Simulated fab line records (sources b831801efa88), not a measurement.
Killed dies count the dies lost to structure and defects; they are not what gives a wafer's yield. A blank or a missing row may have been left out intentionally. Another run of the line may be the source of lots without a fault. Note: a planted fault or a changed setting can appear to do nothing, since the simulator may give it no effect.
fab line records | flow sky130
record lots=6 | wafers=18 | last_day=50
route steps=708 shown CONTACT@414 PAD_OPEN@708
lots with no fault: from the same line, run without faults
start_h: hours from the record's opening day to when the first of the lot's shown wafers began | wait_h: hours elapsed since this lot's preceding step | " the same as in the row above | L1.1+2: one row covering several wafers at once | - no value, or no start given | * or withheld: withheld | < > ~ a bound
route shown NAME@n: NAME is a module with steps in the file, n the number in the route of the first one | usual: mean and standard deviation over wafers with no fault | same: alike in all rows | chamber/n: place in a boat | sites: per-site readings | _std_site: how widely they spread, as a standard deviation | _edge_site: inner sites' mean taken away from outer sites' mean | radius_mm: for every site, how far away it sits from the centre of the wafer | mask NAME#n: copy n | behind: the tool/chamber that last shaped the wafer | hold: reason for holding the lot/hours on hold/outcome of the hold | device: the n, p or np transistor that did not switch | end of line: the route-end tests of the same wafers | a step without rows: its recipe alone | killed: not the wafer's yield, but the dies lost to structure and defects at the first sort | map: a wafer's dies, marking killed ones x, the rest . and places with no die _
set.NAME: the setting that was run; set.NAME@STEP: the one run at that earlier step | model.NAME: the simulator's own value behind a step, which no gauge read
certain route steps with their lots: each step a table, each wafer a row
services: a tool's chamber out of use, with start hour (start_h, from the record's first day; less than 0 if before it), hours out, and reason
## steps
# step SKY_CONTACT_COAT_08
# recipe resist=BARC | temp_c=withheld | time_s=withheld | spin_rpm=3000 | resist_thk_nm=60
# step SKY_CONTACT_COAT_09
# recipe resist=KrF-thick | spin_rpm=3000 | resist_thk_nm=450
# step SKY_CONTACT_SOFTBAKE_10
# recipe temp_c=100 | time_s=90 | resist=KrF-thick
# step SKY_CONTACT_EXPOSE_11
# recipe mask_id=CTM1 | na=0.8 | source_shape=annular | sigma_inner=0.55 | sigma_outer=0.85 | target_cd_nm=170 | dose_mj=38
# step SKY_CONTACT_PEB_12
# recipe peb_temp_c=withheld | peb_time_s=withheld | resist=KrF-thick
# step SKY_CONTACT_DEVELOP_13
# recipe develop_time_s=60 | resist=KrF-thick | dev_temp_c=21
# step SKY_CONTACT_CD_MEAS_14
# recipe target_cd_nm=170
# usual cd_nm=170.4/1.6
lot.wafer | tool      | chamber | start_h | wait_h | cd_nm
L559.1    | cd_sem-01 | -       | 755.60  | -      | 171.1
L559.3    | "         | -       | "       | "      | 170.9
L559.5    | "         | -       | "       | "      | 170.3
L570.4    | cd_sem-02 | -       | 842.59  | -      | 169.8
L570.5    | "         | -       | "       | "      | 170.3
L570.6    | "         | -       | "       | "      | 170.4
L571.1    | cd_sem-01 | -       | 849.76  | -      | 170.1
L571.3    | "         | -       | "       | "      | 169.1
L571.4    | "         | -       | "       | "      | 168.9
L577.1    | cd_sem-01 | -       | 907.31  | -      | 169.4
L577.3    | "         | -       | "       | "      | 168.9
L577.6    | "         | -       | "       | "      | 169.8
L578.3    | cd_sem-01 | -       | 908.54  | -      | 168.5
L578.4    | "         | -       | "       | "      | 168.5
L578.6    | "         | -       | "       | "      | 167.3
L579.1    | cd_sem-02 | -       | 908.85  | -      | 174.4
L579.2    | "         | -       | "       | "      | 173.2
L579.4    | "         | -       | "       | "      | 172.7
# step SKY_CONTACT_OVL_MEAS_15
# usual CONTACT_OVL=1/5.5
lot.wafer | tool       | chamber | start_h | wait_h | CONTACT_OVL[nm]
L559.1    | overlay-02 | -       | 755.72  | 0.1    | -5
L559.3    | "          | -       | "       | "      | -3
L559.5    | "          | -       | "       | "      | -6
L570.4    | overlay-02 | -       | 842.66  | 0.1    | 5
L570.5    | "          | -       | "       | "      | 4
L570.6    | "          | -       | "       | "      | 7
L571.1    | overlay-01 | -       | 849.88  | 0.1    | -1
L571.3    | "          | -       | "       | "      | -6
L571.4    | "          | -       | "       | "      | -6
L577.1    | overlay-01 | -       | 907.43  | 0.1    | -3
L577.3    | "          | -       | "       | "      | -7
L577.6    | "          | -       | "       | "      | 1
L578.3    | overlay-02 | -       | 908.63  | 0.1    | 5
L578.4    | "          | -       | "       | "      | 9
L578.6    | "          | -       | "       | "      | 12
L579.1    | overlay-02 | -       | 908.97  | 0.1    | 1
L579.2    | "          | -       | "       | "      | -1
L579.4    | "          | -       | "       | "      | -2
# step SKY_CONTACT_ETCH_16
# recipe chemistry=N2/H2 | target=BARC | ion_energy_ev=200 | source_w=500 | bias_w=100 | pressure_mtorr=30 | n2_flow_sccm=100 | h2_flow_sccm=200 | stop_on=SiO2 | time_s=45.9 | target_depth_a=600
# usual drypump_motor_current_A=5.6/0.43 | oes_product_au=0.855/0.0046 | throttle_valve_pct=13.224/0.0097
lot.wafer | tool        | chamber | start_h | wait_h | drypump_motor_current_A | oes_product_au | rf_hours_counter_h | throttle_valve_pct
L559.1    | rie_diel-03 | 2       | 755.75  | 0.0    | 5.9                     | 0.851          | 40                 | 13.201
L559.3    | "           | 0       | "       | "      | 6.3                     | 0.852          | 11                 | 13.222
L559.5    | "           | 1       | "       | "      | 6.6                     | 0.855          | -                  | 13.228
L570.4    | rie_diel-01 | 3       | 842.68  | 0.0    | 5.5                     | 0.861          | 11                 | 13.210
L570.5    | "           | 3       | "       | "      | 5.5                     | 0.860          | -                  | 13.218
L570.6    | "           | 2       | "       | "      | 5.6                     | 0.860          | -                  | 13.219
L571.1    | rie_diel-04 | 0       | 849.91  | 0.0    | 5.6                     | 0.854          | 8                  | 13.216
L571.3    | "           | 3       | "       | "      | 5.2                     | 0.853          | 6                  | 13.208
L571.4    | "           | 2       | "       | "      | 6.1                     | 0.850          | 3                  | 13.227
L577.1    | rie_diel-01 | 1       | 907.46  | 0.0    | 4.9                     | 0.853          | 19                 | 13.226
L577.3    | "           | 2       | "       | "      | 5.6                     | 0.851          | 18                 | 13.216
L577.6    | "           | 3       | "       | "      | 5.5                     | 0.858          | -                  | 13.236
L578.3    | rie_diel-04 | 3       | 908.65  | 0.0    | 5.2                     | 0.853          | 9                  | 13.229
L578.4    | "           | 3       | "       | "      | 5.2                     | 0.853          | -                  | 13.229
L578.6    | "           | 1       | "       | "      | 5.1                     | 0.854          | -                  | 13.232
L579.1    | rie_diel-01 | 2       | 909.00  | 0.0    | 5.6                     | 0.859          | 18                 | 13.238
L579.2    | "           | 1       | "       | "      | 4.9                     | 0.860          | 19                 | 13.216
L579.4    | "           | 2       | "       | "      | 5.6                     | 0.854          | -                  | 13.229
# step SKY_CONTACT_ETCH_17
# recipe target=SiO2 | chemistry=C4F8/O2/Ar | stop_on=Si3N4 | mask_material=KrF-thick | source_w=1500 | bias_w=1200 | pressure_mtorr=40 | c4f8_flow_sccm=withheld | O2_flow_sccm=6 | Ar_flow_sccm=300 | time_s=withheld | target_depth_a=3400
# usual oes_product_au=0.893/0.0044
lot.wafer | tool        | chamber | start_h | wait_h | oes_product_au
L559.1    | rie_diel-03 | 2       | 755.80  | 0.0    | 0.893
L559.3    | "           | 0       | "       | "      | 0.899
L559.5    | "           | 1       | "       | "      | 0.893
L570.4    | rie_diel-01 | 3       | 842.72  | 0.0    | 0.902
L570.5    | "           | 3       | "       | "      | 0.895
L570.6    | "           | 2       | "       | "      | 0.893
L571.1    | rie_diel-04 | 0       | 849.95  | 0.0    | 0.897
L571.3    | "           | 3       | "       | "      | 0.896
L571.4    | "           | 2       | "       | "      | 0.901
L577.1    | rie_diel-01 | 1       | 907.50  | 0.0    | 0.896
L577.3    | "           | 2       | "       | "      | 0.890
L577.6    | "           | 3       | "       | "      | 0.893
L578.3    | rie_diel-04 | 3       | 908.70  | 0.0    | 0.899
L578.4    | "           | 3       | "       | "      | 0.898
L578.6    | "           | 1       | "       | "      | 0.894
L579.1    | rie_diel-01 | 2       | 909.05  | 0.0    | 0.893
L579.2    | "           | 1       | "       | "      | 0.889
L579.4    | "           | 2       | "       | "      | 0.891
# step SKY_CONTACT_ETCH_18
# recipe target=Si3N4 | chemistry=CHF3/O2 | stop_on=TiN | source_w=600 | bias_w=200 | pressure_mtorr=40 | chf3_flow_sccm=50 | O2_flow_sccm=5 | time_s=39 | target_depth_a=750
# usual drypump_motor_current_A=5.6/0.43 | oes_product_au=0.857/0.0081 | throttle_valve_pct=8.795/0.0098
lot.wafer | tool        | chamber | start_h | wait_h | drypump_motor_current_A | oes_product_au | rf_hours_counter_h | throttle_valve_pct
L559.1    | rie_diel-03 | 2       | -       | -      | 5.9                     | 0.871          | 41                 | 8.797
L559.3    | "           | 0       | "       | "      | 6.2                     | 0.861          | 11                 | 8.802
L559.5    | "           | 1       | "       | "      | 6.6                     | 0.865          | -                  | 8.816
L570.4    | rie_diel-01 | 3       | -       | -      | 5.5                     | 0.858          | 11                 | 8.799
L570.5    | "           | 3       | "       | "      | 5.5                     | 0.865          | -                  | 8.784
L570.6    | "           | 2       | "       | "      | 5.6                     | 0.865          | -                  | 8.785
L571.1    | rie_diel-04 | 0       | -       | -      | 5.6                     | 0.849          | 8                  | 8.807
L571.3    | "           | 3       | "       | "      | 5.2                     | 0.871          | 6                  | 8.818
L571.4    | "           | 2       | "       | "      | 6.1                     | 0.862          | 3                  | 8.797
L577.1    | rie_diel-01 | 1       | -       | -      | 4.9                     | 0.848          | 19                 | 8.808
L577.3    | "           | 2       | "       | "      | 5.6                     | 0.850          | 18                 | 8.803
L577.6    | "           | 3       | "       | "      | 5.5                     | 0.865          | -                  | 8.780
L578.3    | rie_diel-04 | 3       | -       | -      | 5.2                     | 0.842          | 9                  | 8.800
L578.4    | "           | 3       | "       | "      | 5.2                     | 0.859          | -                  | 8.800
L578.6    | "           | 1       | "       | "      | 5.1                     | 0.860          | -                  | 8.794
L579.1    | rie_diel-01 | 2       | -       | -      | 5.6                     | 0.850          | 19                 | 8.798
L579.2    | "           | 1       | "       | "      | 4.9                     | 0.858          | 19                 | 8.790
L579.4    | "           | 2       | "       | "      | 5.6                     | 0.863          | -                  | 8.803
# step SKY_CONTACT_STRIP_19
# recipe chemistry=O2/N2 | power_w=1400 | pressure_mtorr=1500 | platen_temp_c=withheld | o2_flow_sccm=3000 | n2_flow_sccm=300 | overash_fraction=0.5
# usual chamber_pressure_mTorr=1500.1/1.2 | drypump_motor_current_A=5.9/0.31 | oes_product_au=0.382/0.0047 | strip_time_to_endpoint_s=3.63/0.039
# same overash_fraction=0.5
lot.wafer | tool            | chamber | start_h | wait_h | chamber_pressure_mTorr | drypump_motor_current_A | oes_product_au | rf_hours_counter_h | strip_time_to_endpoint_s
L559.1    | plasma_asher-01 | 1       | 755.89  | -      | 1500.9                 | 6.4                     | 0.383          | 97                 | 3.61
L559.3    | "               | 1       | "       | "      | 1499.4                 | 6.4                     | 0.381          | -                  | 3.63
L559.5    | "               | 0       | "       | "      | 1500.9                 | 6.2                     | 0.380          | -                  | 3.60
L570.4    | plasma_asher-03 | 1       | 842.85  | -      | 1499.3                 | 5.7                     | 0.381          | -                  | 3.67
L570.5    | "               | 0       | "       | "      | 1500.2                 | 6.0                     | 0.389          | -                  | 3.64
L570.6    | "               | 1       | "       | "      | 1499.7                 | 5.7                     | 0.380          | -                  | 3.63
L571.1    | plasma_asher-03 | 0       | 850.04  | -      | 1498.6                 | 6.0                     | 0.370          | 69                 | 3.53
L571.3    | "               | 0       | "       | "      | 1502.7                 | 6.0                     | 0.381          | -                  | 3.66
L571.4    | "               | 1       | "       | "      | 1499.1                 | 5.7                     | 0.377          | -                  | 3.62
L577.1    | plasma_asher-03 | 1       | 907.60  | -      | 1499.4                 | 5.7                     | 0.384          | 75                 | 3.59
L577.3    | "               | 0       | "       | "      | 1499.0                 | 6.0                     | 0.373          | -                  | 3.61
L577.6    | "               | 0       | "       | "      | 1499.8                 | 6.0                     | 0.384          | -                  | 3.64
L578.3    | plasma_asher-04 | 0       | 908.82  | -      | 1500.9                 | 5.4                     | 0.390          | -                  | 3.68
L578.4    | "               | 1       | "       | "      | 1500.7                 | 5.6                     | 0.380          | -                  | 3.69
L578.6    | "               | 1       | "       | "      | 1500.4                 | 5.6                     | 0.386          | -                  | 3.66
L579.1    | plasma_asher-01 | 0       | 909.14  | -      | 1498.4                 | 6.1                     | 0.376          | 111                | 3.62
L579.2    | "               | 1       | "       | "      | 1498.8                 | 6.3                     | 0.379          | 111                | 3.59
L579.4    | "               | 0       | "       | "      | 1501.4                 | 6.1                     | 0.377          | -                  | 3.63
# step SKY_CONTACT_STRIP_20
# recipe chemistry=post_etch_residue_remover | time_s=1200 | temp_c=72.5
# usual bath_guard_temp_C=72.4/0.84 | bath_heat_duty_pct=15.2/2.3 | temp_c=72.52/0.13
lot.wafer | tool         | chamber | start_h | wait_h | bath_guard_temp_C | bath_heat_duty_pct | temp_c
L559.1    | wet_bench-02 | 2       | 755.99  | 0.1    | 71.3              | 13.2               | 72.56
L559.3    | "            | 2       | "       | "      | 71.4              | 14.3               | 72.62
L559.5    | "            | 2       | "       | "      | 71.3              | 13.5               | 72.64
L570.4    | wet_bench-04 | 2       | 842.91  | 0.0    | -                 | -                  | -
L570.5    | "            | 2       | "       | "      | -                 | -                  | -
L570.6    | "            | 2       | "       | "      | -                 | -                  | -
L571.1    | wet_bench-03 | 0       | 850.14  | 0.1    | -                 | -                  | -
L571.3    | "            | 0       | "       | "      | -                 | -                  | -
L571.4    | "            | 0       | "       | "      | -                 | -                  | -
L577.1    | wet_bench-04 | 2       | 907.70  | 0.1    | 73.8              | 15.2               | 72.58
L577.3    | "            | 2       | "       | "      | 73.9              | 16.2               | 72.51
L577.6    | "            | 2       | "       | "      | 74.2              | 16.8               | 72.42
L578.3    | wet_bench-04 | 1       | 908.89  | 0.0    | 71.7              | 19.8               | 72.53
L578.4    | "            | 1       | "       | "      | 71.5              | 19.4               | 72.46
L578.6    | "            | 1       | "       | "      | 72.0              | 20.9               | 72.46
L579.1    | wet_bench-04 | 0       | 909.24  | 0.1    | 72.6              | 15.6               | 72.52
L579.2    | "            | 0       | "       | "      | 73.0              | 15.7               | 72.83
L579.4    | "            | 0       | "       | "      | 72.6              | 15.7               | 72.61
# step SKY_CONTACT_CLEAN_21
# recipe chemistry=IPA | time_s=180 | temp_c=25
# step SKY_PAD_OPEN_PROBE_99
# usual killed_at_M0_to_M3=42/7.4 | killed_at_M4_up=3.3/2.1 | killed_at_contacts=24/5.3 | killed_at_front_end=15/4.5 | killed_at_other=0.3/0.57 | killed_dies=84/10 | killed_open=46/7.5 | killed_short=38/6.4
# same gross_dies=492 | killed_at_back_side=0
lot.wafer | tool      | chamber | start_h | wait_h | killed_at_M0_to_M3 | killed_at_M4_up | killed_at_contacts | killed_at_front_end | killed_at_other | killed_dies | killed_open | killed_short | model.etest.mcon_chain.rc_ohm
L559.1    | prober-01 | -       | 1091.25 | 0.1    | 42                 | 4               | 31                 | 24                  | 0               | 101         | 55          | 46           | 16.7
L559.3    | prober-01 | -       | 1091.35 | 0.2    | 39                 | 0               | 25                 | 8                   | 0               | 72          | 41          | 31           | 16.89
L559.5    | prober-01 | -       | 1091.45 | 0.2    | 40                 | 3               | 21                 | 12                  | 1               | 77          | 44          | 33           | 15.79
L570.4    | prober-01 | -       | 1155.21 | 0.2    | 38                 | 5               | 27                 | 13                  | 0               | 83          | 40          | 43           | 20.02
L570.5    | prober-01 | -       | 1155.26 | 0.2    | 50                 | 2               | 24                 | 8                   | 1               | 85          | 51          | 33           | 19.83
L570.6    | prober-01 | -       | 1155.31 | 0.2    | 38                 | 2               | 24                 | 18                  | 0               | 82          | 42          | 40           | 20.25
L571.1    | prober-02 | -       | 1160.41 | 0.1    | 42                 | 1               | 21                 | 8                   | 1               | 73          | 40          | 33           | 19.32
L571.3    | prober-02 | -       | 1160.51 | 0.2    | 33                 | 1               | 18                 | 17                  | 0               | 69          | 41          | 28           | 20.25
L571.4    | prober-02 | -       | 1160.56 | 0.2    | 46                 | 6               | 24                 | 10                  | 0               | 86          | 48          | 38           | 20.44
L577.1    | prober-02 | -       | 1195.22 | 0.1    | 51                 | 2               | 18                 | 12                  | 0               | 83          | 39          | 44           | 17.18
L577.3    | prober-02 | -       | 1195.32 | 0.2    | 39                 | 1               | 22                 | 18                  | 1               | 81          | 38          | 42           | 16.47
L577.6    | prober-02 | -       | 1195.47 | 0.2    | 37                 | 5               | 36                 | 16                  | 0               | 94          | 57          | 37           | 17.34
L578.3    | prober-01 | -       | 1196.18 | 0.2    | 40                 | 1               | 24                 | 4                   | 0               | 69          | 47          | 22           | 16.93
L578.4    | prober-01 | -       | 1196.23 | 0.2    | 35                 | 2               | 18                 | 11                  | 0               | 66          | 36          | 30           | 17.01
L578.6    | prober-01 | -       | 1196.33 | 0.2    | 38                 | 5               | 21                 | 15                  | 0               | 79          | 37          | 42           | 16.74
L579.1    | prober-02 | -       | 1199.05 | 0.1    | 51                 | 4               | 31                 | 15                  | 0               | 101         | 67          | 34           | 16.03
L579.2    | prober-02 | -       | 1199.10 | 0.1    | 49                 | 2               | 16                 | 19                  | 0               | 86          | 47          | 38           | 16.11
L579.4    | prober-02 | -       | 1199.20 | 0.2    | 45                 | 3               | 19                 | 16                  | 0               | 83          | 47          | 36           | 16.63
# killed by level:class
L559.1 CONTACT:geometric_particle:open=11 LI_CONTACT:geometric_particle:open=8 VIA1:geometric_particle:open=8 POLY_GATE:geometric_particle:short=6 VIA2:geometric_particle:short=6 VIA3:geometric_particle:open=6 FIELD_ISO:geometric_particle:open=5 CONTACT:geometric_particle:short=5
L559.3 VIA1:geometric_particle:open=11 VIA3:geometric_particle:open=7 CONTACT:geometric_particle:open=7 LI_CONTACT:geometric_particle:open=6 CONTACT:geometric_particle:short=6 METAL2:geometric_particle:short=5 LOCAL_INTERCONNECT:geometric_particle:short=4 METAL1:geometric_particle:short=4
L559.5 VIA1:geometric_particle:open=10 LI_CONTACT:geometric_particle:open=7 CONTACT:geometric_particle:short=7 CONTACT:geometric_particle:open=7 VIA3:geometric_particle:open=5 VIA1:geometric_particle:short=5 VIA3:geometric_particle:short=4 METAL1:geometric_particle:short=4
L570.4 CONTACT:geometric_particle:open=11 VIA1:geometric_particle:short=6 CONTACT:geometric_particle:short=5 VIA3:geometric_particle:open=5 VIA1:geometric_particle:open=5 LI_CONTACT:geometric_particle:short=4 METAL1:geometric_particle:short=4 METAL2:geometric_particle:short=4
L570.5 VIA1:geometric_particle:open=11 CONTACT:geometric_particle:open=9 LI_CONTACT:geometric_particle:open=8 METAL2:geometric_particle:short=8 VIA3:geometric_particle:open=6 VIA2:geometric_particle:short=6 VIA2:geometric_particle:open=6 POLY_GATE:geometric_particle:short=3
L570.6 VIA1:geometric_particle:open=10 CONTACT:geometric_particle:open=9 METAL2:geometric_particle:short=7 LI_CONTACT:geometric_particle:open=5 POLY_GATE:geometric_particle:short=5 CONTACT:geometric_particle:short=5 POLY_GATE:geometric_particle:open=4 VIA2:geometric_particle:short=4
L571.1 VIA1:geometric_particle:open=11 CONTACT:geometric_particle:open=8 VIA1:geometric_particle:short=6 VIA3:geometric_particle:open=5 METAL1:geometric_particle:short=4 VIA2:geometric_particle:open=4 CONTACT:geometric_particle:short=3 LI_CONTACT:geometric_particle:open=3
L571.3 LI_CONTACT:geometric_particle:open=9 VIA1:geometric_particle:open=8 VIA1:geometric_particle:short=5 VIA3:geometric_particle:open=5 FIELD_ISO:geometric_particle:open=4 CONTACT:geometric_particle:open=4 METAL1:geometric_particle:short=4 FIELD_ISO:geometric_particle:short=3
L571.4 VIA1:geometric_particle:open=15 LI_CONTACT:geometric_particle:open=8 CONTACT:geometric_particle:open=7 METAL2:geometric_particle:short=7 VIA2:geometric_particle:open=6 METAL4:geometric_particle:short=5 CONTACT:geometric_particle:short=4 METAL1:geometric_particle:short=4
L577.1 VIA3:geometric_particle:open=9 VIA1:geometric_particle:open=8 VIA1:geometric_particle:short=7 CONTACT:geometric_particle:open=6 FIELD_ISO:geometric_particle:short=5 METAL3:geometric_particle:short=5 LI_CONTACT:geometric_particle:open=5 METAL1:geometric_particle:short=5
L577.3 VIA1:geometric_particle:open=10 CONTACT:geometric_particle:short=8 METAL2:geometric_particle:short=8 FIELD_ISO:geometric_particle:short=7 FIELD_ISO:geometric_particle:open=6 LI_CONTACT:geometric_particle:open=5 VIA2:geometric_particle:open=5 CONTACT:geometric_particle:open=4
L577.6 LI_CONTACT:geometric_particle:open=12 CONTACT:geometric_particle:open=10 FIELD_ISO:geometric_particle:open=8 VIA1:geometric_particle:open=8 VIA3:geometric_particle:open=7 LI_CONTACT:geometric_particle:short=5 LOCAL_INTERCONNECT:geometric_particle:open=4 METAL1:geometric_particle:short=4
L578.3 VIA1:geometric_particle:open=13 LI_CONTACT:geometric_particle:open=9 CONTACT:geometric_particle:open=6 VIA2:geometric_particle:open=6 VIA3:geometric_particle:open=6 METAL2:geometric_particle:short=5 CONTACT:geometric_particle:short=3 METAL1:geometric_particle:short=3
L578.4 VIA1:geometric_particle:open=11 METAL2:geometric_particle:short=6 FIELD_ISO:geometric_particle:short=4 LI_CONTACT:geometric_particle:open=4 CONTACT:geometric_particle:open=4 METAL1:geometric_particle:short=4 VIA2:geometric_particle:open=4 VIA3:geometric_particle:open=4
L578.6 VIA1:geometric_particle:open=11 METAL1:geometric_particle:short=8 CONTACT:geometric_particle:open=6 LOCAL_INTERCONNECT:geometric_particle:short=6 CONTACT:geometric_particle:short=6 POLY_GATE:geometric_particle:short=5 METAL2:geometric_particle:short=5 VIA3:geometric_particle:open=5
L579.1 CONTACT:geometric_particle:open=21 VIA1:geometric_particle:open=13 VIA1:geometric_particle:short=7 VIA2:geometric_particle:open=7 FIELD_ISO:geometric_particle:open=6 LI_CONTACT:geometric_particle:open=5 VIA3:geometric_particle:open=5 METAL1:geometric_particle:open=4
L579.2 VIA1:geometric_particle:open=10 VIA3:geometric_particle:open=10 METAL1:geometric_particle:short=8 FIELD_ISO:geometric_particle:open=6 VIA2:geometric_particle:open=6 VIA3:geometric_particle:short=6 FIELD_ISO:geometric_particle:short=5 LI_CONTACT:geometric_particle:open=5
L579.4 CONTACT:geometric_particle:open=11 VIA3:geometric_particle:open=10 POLY_GATE:geometric_particle:short=7 VIA1:geometric_particle:short=6 VIA2:geometric_particle:open=6 METAL1:geometric_particle:short=5 LI_CONTACT:geometric_particle:open=4 VIA1:geometric_particle:open=4
## services
tool            | chamber | start_h | hours | kind
plasma_asher-04 | -       | 733.75  | 9.0   | pm
plasma_asher-04 | 0       | 733.75  | 9.0   | vent_cycle
plasma_asher-04 | 1       | 733.75  | 9.0   | vent_cycle
wet_bench-03    | -       | 741.27  | 0.5   | repair
plasma_asher-04 | 0       | 742.75  | -     | clean
plasma_asher-04 | 1       | 742.75  | -     | clean
plasma_asher-03 | -       | 743.87  | 2.8   | pm
rie_diel-04     | 2       | 754.34  | -     | clean
rie_diel-04     | 2       | 754.34  | 21.2  | scheduled_down
rie_diel-04     | 2       | 754.34  | 21.2  | vent_cycle
plasma_asher-03 | -       | 772.51  | 3.8   | repair
rie_diel-03     | 2       | 781.66  | -     | clean
rie_diel-03     | 2       | 781.66  | 24.5  | scheduled_down
rie_diel-03     | 2       | 781.66  | 24.5  | vent_cycle
plasma_asher-03 | -       | 796.01  | 2.4   | repair
rie_diel-04     | 3       | 797.73  | 35.4  | repair
plasma_asher-01 | -       | 818.64  | 16.4  | pm
rie_diel-01     | 3       | 868.54  | 1.3   | repair
rie_diel-04     | 2       | 873.18  | 4.5   | repair
rie_diel-04     | 2       | 885.43  | 29.3  | repair
rie_diel-04     | -       | 889.46  | 0.2   | repair
rie_diel-01     | -       | 901.37  | 0.5   | repair
rie_diel-01     | 0       | 901.42  | 11.7  | repair
## key
first_sign step=SKY_CONTACT_STRIP_20 | reading=tool_record | direction=missing
effect none on later readings
model_effect step=SKY_PAD_OPEN_PROBE_99 | value=etest.mcon_chain.rc_ohm | without=16.75 | struck=20.02
met_at SKY_CONTACT_STRIP_20
struck_wafers L570.4,L570.5,L570.6,L571.1,L571.3,L571.4
tester_left_out L570,L571
fault kind=skipped_step_whole | tool=wet_bench-03,wet_bench-04 | chamber=- | onset_h=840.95 | steps=SKY_CONTACT_STRIP_20 | scope=struck_lots_only
# tester_left_out: of these lots the tester's yield and bins aren't shown, on N5 and GAA mostly nor the transistor test; their killed dies are dies lost to structure and defects alone, not to doping, threshold or leakage, so they don't give the yield
